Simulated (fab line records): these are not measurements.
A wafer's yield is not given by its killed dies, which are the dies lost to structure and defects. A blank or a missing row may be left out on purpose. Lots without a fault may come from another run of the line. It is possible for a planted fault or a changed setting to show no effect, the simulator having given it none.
fab line records    flow gf180mcu
record: lots: 13  wafers: 36  last-day: 34
route steps=602 shown M2@379 V2@386 V3@438
lots with no fault: from the same line, run without faults
start-h: hours from the record's opening day to when the first of the lot's shown wafers began    wait-h: hours from the lot's prior step to this one    " identical to the entry in the row above    L1.1+2: one row covering several wafers at once    - no value present, or no start provided    * or withheld: withheld    < > ~ a bound
route shown NAME@n: a module of which the file shows steps, and the number in the route of the first    usual: average and standard deviation across the fault-free wafers    same: alike in all rows    chamber/n: place in a boat    sites: readings site by site    _std_site: how widely they spread, as a standard deviation    _edge_site: outer sites' mean less inner sites'    radius-mm: for every site, how far away it sits from the centre of the wafer    mask NAME#n: copy n    behind: the most recent tool/chamber to have shaped the wafer    hold: the reason the lot was held/the length of the hold in hours/how it ended    device: transistor that didn't switch, given as n, p or np    end of line: tests run on the same wafers once the route is complete    for a step that has no rows: nothing shown but its recipe    killed: at the first sort, the dies lost to defects and structure; wafer yield is something else    map: a wafer's dies, marking killed ones x, the rest . and places with no die _
set.NAME: the setting that was run; set.NAME@STEP: the one run at that earlier step    model.NAME: the simulator's own value behind a step, which no gauge read
route steps across a sampled set of lots; one table per step, one row per wafer
services: the hour from which a tool's chamber was out of use, counted from the record's first day as start-h (under 0 if before that day), plus the number of hours and why
== steps ==
step: GF_M2_STRIP_17
recipe: chemistry: O2/N2  power-w: 1400  pressure-mtorr: 1500  platen-temp-c: 250  o2-flow-sccm: 3000  n2-flow-sccm: 300  overash-fraction: 0.5
usual: drypump-motor-current-A: 5.83/0.14  heater-power-w: 318/23  oes-product-au: 0.537/0.0053  strip-time-to-endpoint-s: 7.38/0.065
lot.wafer  tool             chamber  start-h  wait-h  drypump-motor-current-A  heater-power-w  oes-product-au  rf-hours-counter-h  strip-time-to-endpoint-s
L662.1     plasma-asher-01  1        457.99   0.1     5.86                     334             0.533           83                  7.34
L662.2     "                0        "        "       5.94                     273             0.533           83                  7.40
L662.5     "                0        "        "       5.95                     276             0.533           -                   7.38
L663.1     plasma-asher-01  1        462.09   0.1     5.87                     330             0.537           83                  7.35
L663.3     "                1        "        "       5.87                     331             0.539           -                   7.30
L663.5     "                1        "        "       5.85                     338             0.533           -                   7.35
L664.1     plasma-asher-03  1        475.17   0.2     5.80                     312             0.536           4                   7.42
L664.4     "                0        "        "       6.03                     311             0.531           -                   7.35
L664.5     "                1        "        "       5.78                     311             0.548           -                   7.42
L665.1     plasma-asher-01  0        483.50   0.2     5.95                     274             0.540           86                  7.35
L665.5     "                0        "        "       5.93                     277             0.537           -                   7.41
L665.6     "                1        "        "       5.85                     343             0.536           -                   7.37
L667.3     plasma-asher-03  0        502.42   0.1     6.03                     324             0.535           -                   7.41
L667.5     "                0        "        "       6.00                     320             0.550           -                   7.48
L667.6     "                1        "        "       5.79                     312             0.537           -                   7.46
L672.2     plasma-asher-03  1        548.11   0.2     5.80                     312             0.528           12                  7.36
L672.4     "                0        "        "       6.03                     317             0.543           -                   7.37
L673.1     plasma-asher-02  1        549.99   0.1     5.65                     339             0.534           74                  7.46
L673.4     "                0        "        "       5.65                     342             0.545           -                   7.48
L675.2     plasma-asher-01  1        569.72   0.2     5.90                     337             0.540           95                  7.32
L675.4     "                1        "        "       5.87                     342             0.539           -                   7.35
L679.1     plasma-asher-03  1        596.99   0.1     5.82                     314             0.540           17                  7.30
L679.2     "                0        "        "       6.03                     317             0.531           17                  7.26
L679.5     "                1        "        "       5.79                     316             0.535           -                   7.34
L680.1     plasma-asher-01  1        600.93   0.1     5.87                     343             0.540           99                  7.52
L680.3     "                0        "        "       5.86                     271             0.531           -                   7.39
L680.4     "                1        "        "       5.87                     328             0.541           -                   7.52
L681.3     plasma-asher-03  1        610.24   0.1     5.79                     304             0.543           -                   7.43
L681.4     "                0        "        "       6.00                     324             0.530           -                   7.30
L681.5     "                1        "        "       5.83                     321             0.532           -                   7.28
L682.3     plasma-asher-02  1        617.05   0.1     5.62                     337             0.530           -                   7.32
L682.5     "                0        "        "       5.60                     344             0.535           -                   7.32
L682.6     "                1        "        "       5.61                     340             0.549           -                   7.44
L683.2     plasma-asher-02  1        626.63   0.1     5.59                     346             0.535           82                  7.33
L683.4     "                1        "        "       5.61                     334             0.543           -                   7.33
L683.5     "                0        "        "       5.64                     337             0.541           -                   7.45
step: GF_V2_CMP_04
recipe: material: SiO2  down-force-psi: 4  platen-rpm: 60  pad-velocity-m-s: 0.94248
usual: motor-current-A: 12.0/1.3  time-to-endpoint-s: 80/5.8
lot.wafer  tool    chamber  start-h  wait-h  motor-current-A  time-to-endpoint-s
L662.1     cmp-01  0        458.97   0.2     11.3             72
L662.2     "       1        "        "       14.0             77
L662.5     "       2        "        "       9.1              83
L663.1     cmp-02  0        462.88   0.1     12.8             81
L663.3     "       1        "        "       11.5             69
L663.5     "       1        "        "       11.7             72
L664.4     cmp-01  0        475.96   0.0     11.7             77
L664.1     "       1        "        "       14.7             79
L664.5     "       0        "        "       11.0             75
L665.1     cmp-01  0        484.30   0.1     11.2             74
L665.5     "       0        "        "       11.5             79
L665.6     "       1        "        "       13.3             97
L667.3     cmp-02  3        503.32   0.1     13.5             76
L667.5     "       1        "        "       10.8             78
L667.6     "       2        "        "       10.8             84
L672.4     cmp-02  2        548.98   0.1     11.0             82
L672.2     "       3        "        "       12.9             84
L673.1     cmp-01  0        550.93   0.1     10.7             72
L673.4     "       2        "        "       10.7             81
L675.4     cmp-01  2        570.56   0.1     10.4             87
L675.2     "       3        "        "       12.9             74
L679.1     cmp-02  2        597.83   0.1     11.0             76
L679.2     "       3        "        "       13.5             81
L679.5     "       2        "        "       10.5             75
L680.4     cmp-02  3        601.96   0.3     14.2             85
L680.3     "       0        "        "       12.0             92
L680.1     "       1        "        "       12.0             71
L681.3     cmp-02  2        611.75   0.3     10.9             69
L681.4     "       0        "        "       12.6             85
L681.5     "       3        "        "       14.2             77
L682.3     cmp-01  2        617.97   0.1     10.5             81
L682.6     "       1        "        "       14.2             90
L682.5     "       2        "        "       10.1             95
L683.2     cmp-02  2        627.62   0.1     10.3             84
L683.4     "       3        "        "       13.1             78
L683.5     "       0        "        "       13.0             89
step: GF_V2_STRIP_18
recipe: chemistry: O2/N2  power-w: 1400  pressure-mtorr: 1500  platen-temp-c: 250  o2-flow-sccm: 3000  n2-flow-sccm: 300  overash-fraction: 0.5
usual: drypump-motor-current-A: 5.7/0.39  heater-power-w: 324/24  oes-product-au: 0.592/0.0048
lot.wafer  tool             chamber  start-h  wait-h  drypump-motor-current-A  heater-power-w  oes-product-au  rf-hours-counter-h
L662.1     plasma-asher-04  0        483.72   -       6.3                      335             0.590           40
L662.2     "                1        "        "       4.9                      302             0.586           40
L662.5     "                1        "        "       4.9                      305             0.587           -
L663.1     plasma-asher-04  1        487.24   -       5.0                      295             0.590           40
L663.3     "                0        "        "       6.3                      327             0.589           -
L663.5     "                1        "        "       4.9                      308             0.595           -
L664.1     plasma-asher-02  1        500.07   -       5.6                      328             0.594           69
L664.4     "                1        "        "       5.6                      339             0.588           -
L664.5     "                0        "        "       5.6                      338             0.590           -
L665.1     plasma-asher-01  1        508.84   -       5.9                      345             0.593           88
L665.5     "                0        "        "       6.0                      276             0.587           -
L665.6     "                1        "        "       5.9                      337             0.586           -
L667.3     plasma-asher-01  1        526.30   -       5.9                      345             0.592           -
L667.5     "                1        "        "       5.9                      340             0.591           -
L667.6     "                0        "        "       6.0                      272             0.586           -
L672.2     plasma-asher-04  1        571.87   -       5.0                      296             0.585           49
L672.4     "                0        "        "       6.2                      333             0.584           -
L673.1     plasma-asher-02  0        573.63   -       5.6                      342             0.591           76
L673.4     "                1        "        "       5.7                      348             0.592           -
L675.2     plasma-asher-04  0        592.47   -       6.2                      334             0.599           51
L675.4     "                0        "        "       6.2                      328             0.585           -
L679.1     plasma-asher-02  0        620.08   -       5.7                      333             0.595           81
L679.2     "                1        "        "       5.6                      336             0.594           81
L679.5     "                1        "        "       5.6                      336             0.596           -
L680.1     plasma-asher-04  0        623.57   -       6.3                      333             0.586           55
L680.3     "                0        "        "       6.3                      339             0.589           -
L680.4     "                1        "        "       4.9                      308             0.595           -
L681.3     plasma-asher-04  1        632.07   -       5.0                      302             0.591           -
L681.4     "                0        "        "       6.3                      335             0.600           -
L681.5     "                1        "        "       4.9                      300             0.591           -
L682.3     plasma-asher-02  0        639.05   -       5.6                      340             0.593           -
L682.5     "                1        "        "       5.6                      335             0.588           -
L682.6     "                0        "        "       5.6                      342             0.591           -
L683.2     plasma-asher-04  0        647.97   -       6.2                      334             0.603           57
L683.4     "                0        "        "       6.2                      326             0.599           -
L683.5     "                0        "        "       6.3                      326             0.596           -
step: GF_V3_COAT_09
recipe: resist: KrF  spin-rpm: withheld  resist-thk-nm: 1000
lot.wafer   tool            chamber  start-h  wait-h
L662.1+2+5  litho-track-02  0        522      -
L663.1+3+5  litho-track-03  0        524      -
L664.1+4+5  litho-track-02  0        537      -
L665.1+5+6  litho-track-02  0        545      -
L667.3+5+6  litho-track-02  0        562      -
L672.2+4    litho-track-02  0        606      -
L673.1+4    litho-track-02  0        607      -
L675.2+4    litho-track-02  0        626      -
L679.1+2+5  litho-track-01  0        653      -
L680.1+3+4  litho-track-03  0        656      -
L681.3+4+5  litho-track-01  0        663      -
L682.3+5+6  litho-track-01  0        671      -
L683.2+4+5  litho-track-01  0        679      -
step: GF_V3_STRIP_18
recipe: chemistry: O2/N2  power-w: 1400  pressure-mtorr: 1500  platen-temp-c: 250  o2-flow-sccm: 3000  n2-flow-sccm: 300  overash-fraction: 0.5
usual: drypump-motor-current-A: 5.7/0.49  heater-power-w: 320/15  oes-product-au: 0.593/0.0051
lot.wafer  tool             chamber  start-h  wait-h  drypump-motor-current-A  heater-power-w  oes-product-au  rf-hours-counter-h
L662.1     plasma-asher-04  1        533.79   -       4.9                      301             0.590           46
L662.2     "                0        "        "       6.3                      326             0.590           46
L662.5     "                0        "        "       6.2                      339             0.596           -
L663.1     plasma-asher-03  1        536.23   -       5.8                      310             0.592           10
L663.3     "                1        "        "       5.8                      308             0.597           -
L663.5     "                0        "        "       6.0                      319             0.590           -
L664.1     plasma-asher-04  1        548.93   -       4.9                      299             0.589           47
L664.4     "                0        "        "       6.3                      329             0.593           -
L664.5     "                0        "        "       6.3                      328             0.596           -
L665.1     plasma-asher-04  0        557.59   -       6.2                      332             0.589           48
L665.5     "                1        "        "       5.0                      299             0.589           -
L665.6     "                0        "        "       6.2                      329             0.596           -
L667.3     plasma-asher-04  0        573.17   -       6.3                      331             0.597           -
L667.5     "                1        "        "       4.9                      293             0.594           -
L667.6     "                0        "        "       6.3                      323             0.590           -
L672.2     plasma-asher-04  0        617.63   -       6.2                      331             0.591           54
L672.4     "                1        "        "       4.9                      298             0.575           -
L673.1     plasma-asher-03  0        618.73   -       6.0                      329             0.573           19
L673.4     "                1        "        "       5.8                      318             0.578           -
L675.2     plasma-asher-03  1        636.94   -       5.8                      314             0.588           21
L675.4     "                1        "        "       5.8                      308             0.577           -
L679.1     plasma-asher-04  1        663.18   -       5.0                      304             0.600           59
L679.2     "                0        "        "       6.3                      341             0.603           59
L679.5     "                0        "        "       6.3                      334             0.596           -
L680.1     plasma-asher-04  0        665.93   -       6.3                      330             0.589           59
L680.3     "                1        "        "       4.9                      303             0.595           -
L680.4     "                0        "        "       6.2                      325             0.583           -
L681.3     plasma-asher-03  1        673.97   -       5.8                      302             0.585           -
L681.4     "                0        "        "       6.0                      312             0.593           -
L681.5     "                1        "        "       5.8                      303             0.602           -
L682.3     plasma-asher-03  1        681.36   -       5.8                      310             0.591           -
L682.5     "                1        "        "       5.8                      314             0.593           -
L682.6     "                0        "        "       6.0                      312             0.596           -
L683.2     plasma-asher-02  0        689.07   -       5.6                      337             0.591           89
L683.4     "                1        "        "       5.6                      342             0.596           -
L683.5     "                1        "        "       5.6                      338             0.588           -
== services ==
tool             chamber  start-h  hours  kind
plasma-asher-03  -        452.15   2.8    repair
plasma-asher-02  -        452.31   4.1    repair
cmp-02           -        457.95   2.5    repair
cmp-01           -        472.05   0.4    repair
cmp-01           -        476.36   2.2    repair
plasma-asher-02  -        503.95   2.0    repair
plasma-asher-04  -        552.38   2.8    pm
cmp-01           -        564.45   3.0    repair
cmp-02           -        572.27   4.0    pm
cmp-02           -        576.27   -      consumable-replace:conditioner
cmp-02           -        576.27   -      consumable-replace:pad
cmp-02           -        579.52   2.0    repair
cmp-01           -        609.43   4.2    pm
cmp-02           -        632.90   7.9    pm
cmp-01           -        640.96   4.9    pm
plasma-asher-03  -        642.83   2.8    pm
cmp-02           -        678.06   3.2    repair
plasma-asher-04  -        688.10   0.8    repair
== key ==
first-sign: step: GF_V3_STRIP_18  reading: oes-product-au  direction: down  sigmas: 3.4  usual: 0.593  struck: 0.575
effect none on later readings
met-at GF_V3_COAT_09
struck-lots L672,L673,L675
struck-wafers L672.4,L673.1,L673.4,L675.4
not-acting-at GF_M2_STRIP_17,GF_V2_CMP_04,GF_V2_STRIP_18
onset-between 562 606
fault: kind: process-parameter-drift  tool: litho-track-02  chamber: -  onset-h: 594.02  steps: GF_V3_COAT_09  channel: resist-thk-nm  offset: *  shape: step  end-h: 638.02  scope: struck-wafers-only  acts-in: *  stated: *
